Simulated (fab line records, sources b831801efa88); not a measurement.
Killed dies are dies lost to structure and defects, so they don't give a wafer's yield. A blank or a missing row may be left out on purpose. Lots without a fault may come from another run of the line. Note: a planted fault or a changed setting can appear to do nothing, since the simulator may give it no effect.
Which tool did it? ; flow gf180mcu ; 15 lots (45 wafers sampled), 1 step of a 602-step route

WHAT EACH GAUGE READ, for each wafer
GF_V4_RS_MEAS_24: measurement is done with a four-point probe. Usual: for V4_W_RS the level is 0.327 ohm/sq and the standard deviation is 0.0035.
lot;measured;on;V4_W_RS (ohm/sq);flag
L118;day 24 11:35;filmMetro-04;0.326 0.332 0.325;
L119;day 24 21:32;filmMetro-02;0.330 0.334 0.328;
L120;day 25 06:44;filmMetro-04;0.334 0.325 0.328;
L121;day 25 09:32;filmMetro-02;0.327 0.325 0.326;
L123;day 26 07:04;filmMetro-02;0.326 0.331 0.324;
L124;day 26 13:39;filmMetro-03;0.328 0.333 0.326;
L125;day 26 16:29;filmMetro-02;0.328 0.332 0.327;
L128;day 27 19:45;filmMetro-02;0.329 0.330 0.329;
L132;day 28 19:29;filmMetro-04;0.324 0.327 0.326;
L134;day 29 14:58;filmMetro-04;0.326 0.329 0.328;
L135;day 30 02:10;filmMetro-02;0.323 0.319 0.323;
L136;day 30 03:47;filmMetro-02;0.323 0.334 0.329;
L137;day 30 08:47;filmMetro-03;0.324 0.322 0.325;
L138;day 30 13:48;filmMetro-04;0.330 0.327 0.327;
L141;day 31 07:28;filmMetro-04;0.321 0.319 0.324;

TOOL THAT RAN EACH LOT (tool first, then ch and the chambers of the sampled wafers, then the start)
The record holds no process step before these readings.

WHAT THE TOOLS THEMSELVES READ (means of the sampled wafers that have a number; where no wafer has one, the mark that the record gives instead)
The record holds no such reading with a usual standard deviation.

THE ANSWER, worked out from the rows above alone
Rule: a lot is off if the mean of its wafers that have a number lies more than 3 standard deviations from the usual mean. Also off: a lot with no number at a reading for which 4 or more lots have one. Where the step has rows for the other lots, those lots are counted as sound. After the gauges, taken in route order, come the tools' own readings; for these a lot's mean is taken, as printed above. At the first step where some lot is off, the reading lying furthest off is the one used; lots without a number count as furthest.
No lot is off at any reading shown: from this, nothing can be told.

WHAT THE SIMULATOR PUT IN
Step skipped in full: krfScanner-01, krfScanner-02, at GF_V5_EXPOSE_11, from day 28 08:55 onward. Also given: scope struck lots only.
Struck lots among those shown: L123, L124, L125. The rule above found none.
